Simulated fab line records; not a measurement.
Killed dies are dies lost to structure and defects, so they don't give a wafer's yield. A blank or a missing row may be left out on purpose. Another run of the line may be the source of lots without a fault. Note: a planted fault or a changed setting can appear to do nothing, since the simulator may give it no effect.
Comparing a struck lot with a sound one | flow sky130 | 14 steps out of a route of 708
Sound: wafers L880.1, L880.2, L880.6. Wafers L870.2, L870.4, L870.5 were the ones struck. Last of all comes the cause.
At each step with rows: each side's tool, then ch and its chambers, then its first start. Under that, the readings that differ: sound wafers | struck wafers | difference of the means | sigmas: that difference in standard deviations of wafers without a fault.
alike: same words and numbers on both sides, and readings whose means sit less than 2 such deviations apart. not compared: any withheld reading, any reading some wafer has no value for, any bound like >300 that may hide the same value, and any number with overlapping values for which the record gives no deviation.
The two part at a step that has a row with sigmas, a row that says differs or no value, or rows on one side only. Non-overlapping numbers with no deviation appear without sigmas and do not part them. A reading missing from all wafers of one side parts the sides only when that side holds two or more wafers.

first, 2 steps without rows for these wafers: SKY_NWELL_PEB_08; SKY_NWELL_DEVELOP_09 (develop time 60 s).
SKY_NWELL_OVL_MEAS_10:
  struck on overlay-01, day 6 22:05; sound on overlay-02, day 9 15:28
  alike: NWELL_00_OVL
then, 3 steps without rows for these wafers: SKY_NWELL_IMPLANT_11; SKY_NWELL_IMPLANT_12; SKY_NWELL_IMPLANT_13.
SKY_NWELL_STRIP_14: strips in O2/N2.
  sound on plasmaAsher-03 ch 0,1, day 9 15:56; struck on plasmaAsher-03 ch 0,1, day 6 22:34
  alike: drypumpMotorCurrentA, oesProductAu, stripTimeToEndpointS
  not compared: rfHoursCounterH
SKY_NWELL_TW_MEAS_15:
  struck on filmMetro-03, day 6 22:41; sound on filmMetro-01, day 9 16:02
reading  | sound          | struck         | difference | sigmas
NWELL_TW | 1815 1798 1806 | 1792 1786 1792 | -16        | -2
then, 4 steps without rows for these wafers: SKY_NWELL_DEHYDRATE_16 (time 60 s); SKY_NWELL_HMDS_17 (prime time 60 s); SKY_NWELL_COAT_18 (resist thk 3000 nm); SKY_NWELL_SOFTBAKE_19.
SKY_NWELL_EXPOSE_20: exposes mask NWM COMPLEMENT, target cd 840 nm.
  sound on ilineStepper-02 ch 0, day 10 03:09; struck on ilineStepper-01, day 7 08:13
  no value came back on the struck wafers for exposureDoseMJCm2, focusOffsetNm (nm); on the sound wafers exposureDoseMJCm2 reads 259.62 259.91 259.67
reading                     | sound                | struck                  | difference | sigmas
model.NWELL.overlayYNm (nm) | 0.8863 0.8863 0.8863 | -0.5801 -0.5801 -0.5801 | -1.4664    | 
  alike: mask
following that, these wafers have no rows for 1 step: SKY_NWELL_PEB_21.

## WHERE THEY PART
First at SKY_NWELL_TW_MEAS_15; last, within this record, at SKY_NWELL_EXPOSE_20.

WHY: what had been put in by the simulator
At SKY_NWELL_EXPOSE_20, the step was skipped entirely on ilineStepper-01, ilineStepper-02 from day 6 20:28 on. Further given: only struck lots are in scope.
